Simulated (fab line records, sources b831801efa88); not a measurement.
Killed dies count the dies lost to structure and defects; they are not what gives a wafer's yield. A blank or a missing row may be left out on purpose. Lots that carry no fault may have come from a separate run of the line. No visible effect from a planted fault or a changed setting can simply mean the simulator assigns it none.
fab line records :: flow sky130
[record]
  lots = 7
  wafers = 21
  last_day = 50
route steps=708 shown DNWELL@37 PWDE@45
lots untouched by any fault: they come from a run of this same line in which no faults occurred
start_h: hours from the record's first day to the start of the lot's first wafer shown :: wait_h: how many hours have passed since the lot's step before this one :: " the same as in the row above :: L1.1+2: a single row standing in for several wafers :: - value missing, or start not given :: * or withheld: withheld :: < > ~ a bound
route shown NAME@n: a module of which the file shows steps, and the number in the route of the first :: usual: the fault-free wafers' mean and standard deviation :: same: alike in all rows :: chamber/n: place in a boat :: sites: the reading at each site :: _std_site: standard deviation across them :: _edge_site: inner sites' mean taken away from outer sites' mean :: radius_mm: how far each site lies from the wafer's centre :: mask NAME#n: copy n :: behind: the tool/chamber that last shaped the wafer :: hold: why the lot went on hold/how many hours it stayed there/how the hold came to an end :: device: which transistor (n, p or np) failed to switch :: end of line: tests run on the same wafers once the route is complete :: step lacking rows: just its recipe :: killed: not the wafer's yield, but the dies lost to structure and defects at the first sort :: map: a wafer's dies, marking killed ones x, the rest . and places with no die _
set.NAME: the run value of the setting; set.NAME@STEP: its run value at that earlier step :: model.NAME: the simulator's own value behind a step, which no gauge read
a table for each step, a row for each wafer; lots at some steps of the route
services: when a tool's chamber went out of use (start_h, in hours from the record's first day, below 0 if earlier), for how many hours, and the reason
[[steps]]
[step SKY_DNWELL_COAT_02]
[recipe]
  spin_rpm = 2000
  resist_thk_nm = 3000
[step SKY_DNWELL_SOFTBAKE_03]
[recipe]
  temp_c = 110
  time_s = withheld
[step SKY_DNWELL_EXPOSE_04]
[recipe]
  mask_id = DNM
  na = 0.57
  target_cd_nm = 3000
  dose_mj = 222
[step SKY_DNWELL_PEB_05]
[recipe]
  temp_c = 115
  time_s = withheld
[step SKY_DNWELL_DEVELOP_06]
[recipe]
  wall_angle_deg = 90
  developer = TMAH
  develop_time_s = 60
  dev_temp_c = 23
[step SKY_DNWELL_IMPLANT_07]
[recipe]
  species = P
  energy_kev = withheld
  dose_cm2 = withheld
  tilt_deg = withheld
[step SKY_DNWELL_STRIP_08]
[recipe]
  chemistry = O2/N2
  power_w = 1400
  pressure_mtorr = 1500
  platen_temp_c = withheld
  o2_flow_sccm = 3000
  n2_flow_sccm = 300
  overash_fraction = 0.5
[usual]
  drypump_motor_current_A = 5.27/0.26
  oes_product_au = 0.722/0.0043
  strip_time_to_endpoint_s = 36.91/0.11
lot.wafer: L147.3
tool: plasma_asher-03
chamber: 1
start_h: 96.69
wait_h: 0.1
drypump_motor_current_A: 5.26
oes_product_au: 0.719
rf_hours_counter_h: -
strip_time_to_endpoint_s: 37.07

lot.wafer: L147.4
tool: plasma_asher-03
chamber: 0
start_h: 96.69
wait_h: 0.1
drypump_motor_current_A: 5.55
oes_product_au: 0.723
rf_hours_counter_h: -
strip_time_to_endpoint_s: 36.95

lot.wafer: L147.6
tool: plasma_asher-03
chamber: 0
start_h: 96.69
wait_h: 0.1
drypump_motor_current_A: 5.52
oes_product_au: 0.718
rf_hours_counter_h: -
strip_time_to_endpoint_s: 36.85

lot.wafer: L148.2
tool: plasma_asher-03
chamber: 0
start_h: 107.36
wait_h: 0.1
drypump_motor_current_A: 5.54
oes_product_au: 0.717
rf_hours_counter_h: 43
strip_time_to_endpoint_s: 36.91

lot.wafer: L148.4
tool: plasma_asher-03
chamber: 1
start_h: 107.36
wait_h: 0.1
drypump_motor_current_A: 5.26
oes_product_au: 0.724
rf_hours_counter_h: -
strip_time_to_endpoint_s: 36.89

lot.wafer: L148.6
tool: plasma_asher-03
chamber: 1
start_h: 107.36
wait_h: 0.1
drypump_motor_current_A: 5.26
oes_product_au: 0.723
rf_hours_counter_h: -
strip_time_to_endpoint_s: 36.93

lot.wafer: L150.1
tool: plasma_asher-02
chamber: 1
start_h: 112.22
wait_h: 0.1
drypump_motor_current_A: 4.97
oes_product_au: 0.725
rf_hours_counter_h: 43
strip_time_to_endpoint_s: 36.74

lot.wafer: L150.2
tool: plasma_asher-02
chamber: 0
start_h: 112.22
wait_h: 0.1
drypump_motor_current_A: 5.52
oes_product_au: 0.732
rf_hours_counter_h: 43
strip_time_to_endpoint_s: 36.89

lot.wafer: L150.4
tool: plasma_asher-02
chamber: 0
start_h: 112.22
wait_h: 0.1
drypump_motor_current_A: 5.53
oes_product_au: 0.715
rf_hours_counter_h: -
strip_time_to_endpoint_s: 36.85

lot.wafer: L151.4
tool: plasma_asher-02
chamber: 0
start_h: 116.85
wait_h: 0.1
drypump_motor_current_A: 5.51
oes_product_au: 0.719
rf_hours_counter_h: -
strip_time_to_endpoint_s: 36.77

lot.wafer: L151.5
tool: plasma_asher-02
chamber: 1
start_h: 116.85
wait_h: 0.1
drypump_motor_current_A: 4.94
oes_product_au: 0.718
rf_hours_counter_h: -
strip_time_to_endpoint_s: 36.79

lot.wafer: L151.6
tool: plasma_asher-02
chamber: 0
start_h: 116.85
wait_h: 0.1
drypump_motor_current_A: 5.49
oes_product_au: 0.721
rf_hours_counter_h: -
strip_time_to_endpoint_s: 36.80

lot.wafer: L152.1
tool: plasma_asher-03
chamber: 1
start_h: 121.11
wait_h: 0.1
drypump_motor_current_A: 5.26
oes_product_au: 0.724
rf_hours_counter_h: 44
strip_time_to_endpoint_s: 36.93

lot.wafer: L152.3
tool: plasma_asher-03
chamber: 0
start_h: 121.11
wait_h: 0.1
drypump_motor_current_A: 5.54
oes_product_au: 0.716
rf_hours_counter_h: -
strip_time_to_endpoint_s: 36.97

lot.wafer: L152.4
tool: plasma_asher-03
chamber: 1
start_h: 121.11
wait_h: 0.1
drypump_motor_current_A: 5.26
oes_product_au: 0.731
rf_hours_counter_h: -
strip_time_to_endpoint_s: 37.02

lot.wafer: L159.1
tool: plasma_asher-02
chamber: 1
start_h: 159.36
wait_h: 0.1
drypump_motor_current_A: 4.95
oes_product_au: 0.721
rf_hours_counter_h: 47
strip_time_to_endpoint_s: 37.06

lot.wafer: L159.3
tool: plasma_asher-02
chamber: 1
start_h: 159.36
wait_h: 0.1
drypump_motor_current_A: 4.95
oes_product_au: 0.724
rf_hours_counter_h: -
strip_time_to_endpoint_s: 36.90

lot.wafer: L159.6
tool: plasma_asher-02
chamber: 1
start_h: 159.36
wait_h: 0.1
drypump_motor_current_A: 4.93
oes_product_au: 0.714
rf_hours_counter_h: -
strip_time_to_endpoint_s: 37.03

lot.wafer: L162.2
tool: plasma_asher-01
chamber: 1
start_h: 179.66
wait_h: 0.1
drypump_motor_current_A: 4.98
oes_product_au: 0.723
rf_hours_counter_h: 6
strip_time_to_endpoint_s: 37.00

lot.wafer: L162.5
tool: plasma_asher-01
chamber: 1
start_h: 179.66
wait_h: 0.1
drypump_motor_current_A: 5.01
oes_product_au: 0.723
rf_hours_counter_h: -
strip_time_to_endpoint_s: 36.99

lot.wafer: L162.6
tool: plasma_asher-01
chamber: 0
start_h: 179.66
wait_h: 0.1
drypump_motor_current_A: 5.54
oes_product_au: 0.714
rf_hours_counter_h: -
strip_time_to_endpoint_s: 36.95
[step SKY_DNWELL_TW_MEAS_09]
[usual]
  DNWELL_TW = 1113/9
lot.wafer: L147.3
tool: film_metro-02
chamber: -
start_h: 96.78
wait_h: 0.1
DNWELL_TW: 1119

lot.wafer: L147.4
tool: film_metro-02
chamber: -
start_h: 96.78
wait_h: 0.1
DNWELL_TW: 1118

lot.wafer: L147.6
tool: film_metro-02
chamber: -
start_h: 96.78
wait_h: 0.1
DNWELL_TW: 1112

lot.wafer: L148.2
tool: film_metro-04
chamber: -
start_h: 107.47
wait_h: 0.1
DNWELL_TW: 1110

lot.wafer: L148.4
tool: film_metro-04
chamber: -
start_h: 107.47
wait_h: 0.1
DNWELL_TW: 1117

lot.wafer: L148.6
tool: film_metro-04
chamber: -
start_h: 107.47
wait_h: 0.1
DNWELL_TW: 1110

lot.wafer: L150.1
tool: film_metro-02
chamber: -
start_h: 112.32
wait_h: 0.1
DNWELL_TW: 1117

lot.wafer: L150.2
tool: film_metro-02
chamber: -
start_h: 112.32
wait_h: 0.1
DNWELL_TW: 1123

lot.wafer: L150.4
tool: film_metro-02
chamber: -
start_h: 112.32
wait_h: 0.1
DNWELL_TW: 1113

lot.wafer: L151.4
tool: film_metro-02
chamber: -
start_h: 116.97
wait_h: 0.1
DNWELL_TW: 1120

lot.wafer: L151.5
tool: film_metro-02
chamber: -
start_h: 116.97
wait_h: 0.1
DNWELL_TW: 1118

lot.wafer: L151.6
tool: film_metro-02
chamber: -
start_h: 116.97
wait_h: 0.1
DNWELL_TW: 1125

lot.wafer: L152.1
tool: film_metro-01
chamber: -
start_h: 121.21
wait_h: 0.1
DNWELL_TW: 1111

lot.wafer: L152.3
tool: film_metro-01
chamber: -
start_h: 121.21
wait_h: 0.1
DNWELL_TW: 1110

lot.wafer: L152.4
tool: film_metro-01
chamber: -
start_h: 121.21
wait_h: 0.1
DNWELL_TW: 1106

lot.wafer: L159.1
tool: film_metro-02
chamber: -
start_h: 159.46
wait_h: 0.1
DNWELL_TW: 1121

lot.wafer: L159.3
tool: film_metro-02
chamber: -
start_h: 159.46
wait_h: 0.1
DNWELL_TW: 1120

lot.wafer: L159.6
tool: film_metro-02
chamber: -
start_h: 159.46
wait_h: 0.1
DNWELL_TW: 1121

lot.wafer: L162.2
tool: film_metro-04
chamber: -
start_h: 179.77
wait_h: 0.1
DNWELL_TW: 1117

lot.wafer: L162.5
tool: film_metro-04
chamber: -
start_h: 179.77
wait_h: 0.1
DNWELL_TW: 1105

lot.wafer: L162.6
tool: film_metro-04
chamber: -
start_h: 179.77
wait_h: 0.1
DNWELL_TW: 1110
[step SKY_PWDE_DEHYDRATE_00]
[recipe]
  temp_c = 200
  time_s = 60
[step SKY_PWDE_HMDS_01]
[recipe]
  prime_time_s = 60
  prime_temp_c = 120
[step SKY_PWDE_COAT_02]
[recipe]
  spin_rpm = 2038
  resist_thk_nm = 3000
[step SKY_PWDE_SOFTBAKE_03]
[recipe]
  temp_c = 110
  time_s = withheld
[step SKY_PWDE_EXPOSE_04]
[recipe]
  mask_id = PWDEM
  na = 0.6
  source_shape = conventional
  sigma_outer = 0.6
  polarization = unpolarized
  target_cd_nm = 840
  dose_mj = 214
[usual]
  exposure_dose_mJ_cm2 = 213.97/0.19
  focus_offset_nm = -0.1/0.56
  stage_vel_mm_s = 500.01/0.24
lot.wafer: L147.3
tool: iline_stepper-01
chamber: 0
start_h: 105.36
wait_h: -
mask: PWDEM#0
exposure_dose_mJ_cm2: 213.83
focus_offset_nm: -0.5
stage_vel_mm_s: 499.74

lot.wafer: L147.4
tool: iline_stepper-01
chamber: 0
start_h: 105.36
wait_h: -
mask: PWDEM#0
exposure_dose_mJ_cm2: 214.04
focus_offset_nm: 0.0
stage_vel_mm_s: 499.76

lot.wafer: L147.6
tool: iline_stepper-01
chamber: 0
start_h: 105.36
wait_h: -
mask: PWDEM#0
exposure_dose_mJ_cm2: 213.94
focus_offset_nm: -0.1
stage_vel_mm_s: 499.90

lot.wafer: L148.2
tool: iline_stepper-02
chamber: -
start_h: 116.91
wait_h: -
mask: PWDEM#0
exposure_dose_mJ_cm2: -
focus_offset_nm: -
stage_vel_mm_s: -

lot.wafer: L148.4
tool: iline_stepper-02
chamber: -
start_h: 116.91
wait_h: -
mask: PWDEM#0
exposure_dose_mJ_cm2: -
focus_offset_nm: -
stage_vel_mm_s: -

lot.wafer: L148.6
tool: iline_stepper-02
chamber: -
start_h: 116.91
wait_h: -
mask: PWDEM#0
exposure_dose_mJ_cm2: -
focus_offset_nm: -
stage_vel_mm_s: -

lot.wafer: L150.1
tool: iline_stepper-01
chamber: -
start_h: 121.54
wait_h: -
mask: PWDEM#0
exposure_dose_mJ_cm2: -
focus_offset_nm: -
stage_vel_mm_s: -

lot.wafer: L150.2
tool: iline_stepper-01
chamber: -
start_h: 121.54
wait_h: -
mask: PWDEM#0
exposure_dose_mJ_cm2: -
focus_offset_nm: -
stage_vel_mm_s: -

lot.wafer: L150.4
tool: iline_stepper-01
chamber: -
start_h: 121.54
wait_h: -
mask: PWDEM#0
exposure_dose_mJ_cm2: -
focus_offset_nm: -
stage_vel_mm_s: -

lot.wafer: L151.4
tool: iline_stepper-01
chamber: -
start_h: 126.33
wait_h: -
mask: PWDEM#0
exposure_dose_mJ_cm2: -
focus_offset_nm: -
stage_vel_mm_s: -

lot.wafer: L151.5
tool: iline_stepper-01
chamber: -
start_h: 126.33
wait_h: -
mask: PWDEM#0
exposure_dose_mJ_cm2: -
focus_offset_nm: -
stage_vel_mm_s: -

lot.wafer: L151.6
tool: iline_stepper-01
chamber: -
start_h: 126.33
wait_h: -
mask: PWDEM#0
exposure_dose_mJ_cm2: -
focus_offset_nm: -
stage_vel_mm_s: -

lot.wafer: L152.1
tool: iline_stepper-01
chamber: 0
start_h: 130.17
wait_h: -
mask: PWDEM#0
exposure_dose_mJ_cm2: 213.87
focus_offset_nm: 0.3
stage_vel_mm_s: 499.74

lot.wafer: L152.3
tool: iline_stepper-01
chamber: 0
start_h: 130.17
wait_h: -
mask: PWDEM#0
exposure_dose_mJ_cm2: 213.91
focus_offset_nm: -0.4
stage_vel_mm_s: 499.72

lot.wafer: L152.4
tool: iline_stepper-01
chamber: 0
start_h: 130.17
wait_h: -
mask: PWDEM#0
exposure_dose_mJ_cm2: 214.39
focus_offset_nm: -1.0
stage_vel_mm_s: 499.99

lot.wafer: L159.1
tool: iline_stepper-01
chamber: 0
start_h: 169.52
wait_h: -
mask: PWDEM#0
exposure_dose_mJ_cm2: 214.04
focus_offset_nm: 0.4
stage_vel_mm_s: 499.85

lot.wafer: L159.3
tool: iline_stepper-01
chamber: 0
start_h: 169.52
wait_h: -
mask: PWDEM#0
exposure_dose_mJ_cm2: 214.17
focus_offset_nm: 0.6
stage_vel_mm_s: 499.65

lot.wafer: L159.6
tool: iline_stepper-01
chamber: 0
start_h: 169.52
wait_h: -
mask: PWDEM#0
exposure_dose_mJ_cm2: 214.29
focus_offset_nm: -0.1
stage_vel_mm_s: 499.61

lot.wafer: L162.2
tool: iline_stepper-01
chamber: 0
start_h: 190.58
wait_h: -
mask: PWDEM#0
exposure_dose_mJ_cm2: 213.97
focus_offset_nm: 0.2
stage_vel_mm_s: 500.36

lot.wafer: L162.5
tool: iline_stepper-01
chamber: 0
start_h: 190.58
wait_h: -
mask: PWDEM#0
exposure_dose_mJ_cm2: 214.06
focus_offset_nm: -0.5
stage_vel_mm_s: 500.03

lot.wafer: L162.6
tool: iline_stepper-01
chamber: 0
start_h: 190.58
wait_h: -
mask: PWDEM#0
exposure_dose_mJ_cm2: 214.05
focus_offset_nm: 0.0
stage_vel_mm_s: 500.10
[step SKY_PWDE_PEB_05]
[recipe]
  temp_c = 115
  time_s = withheld
[[services]]
tool: plasma_asher-01
chamber: -
start_h: 108.75
hours: 9.0
kind: pm

tool: plasma_asher-01
chamber: 0
start_h: 108.75
hours: 9.0
kind: vent_cycle

tool: plasma_asher-01
chamber: 1
start_h: 108.75
hours: 9.0
kind: vent_cycle

tool: plasma_asher-01
chamber: 0
start_h: 117.75
hours: -
kind: clean

tool: plasma_asher-01
chamber: 1
start_h: 117.75
hours: -
kind: clean

tool: iline_stepper-02
chamber: 0
start_h: 130.19
hours: -
kind: calibration
[[key]]
[first_sign]
  step = SKY_PWDE_EXPOSE_04
  reading = tool_record
  direction = missing
effect none on later readings
met_at SKY_PWDE_EXPOSE_04
struck_wafers L148.2,L148.4,L148.6,L150.1,L150.2,L150.4,L151.4,L151.5,L151.6
sort_left_out L148.2,L148.4,L148.6,L150.1,L150.2,L150.4,L151.4,L151.5,L151.6
tester_left_out L148,L150,L151
onset_between 105.36 116.91
[fault]
  kind = skipped_step_whole
  tool = iline_stepper-01,iline_stepper-02
  chamber = -
  onset_h = 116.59
  steps = SKY_PWDE_EXPOSE_04
  scope = struck_lots_only
// tester_left_out: of these lots the tester's yield and bins aren't shown, on N5 and GAA mostly nor the transistor test; their killed dies are dies lost to structure and defects alone, not to doping, threshold or leakage, so they don't give the yield
// sort_left_out: the simulated sort isn't trusted on such a fault, so these wafers' sort isn't shown, and their yield isn't known
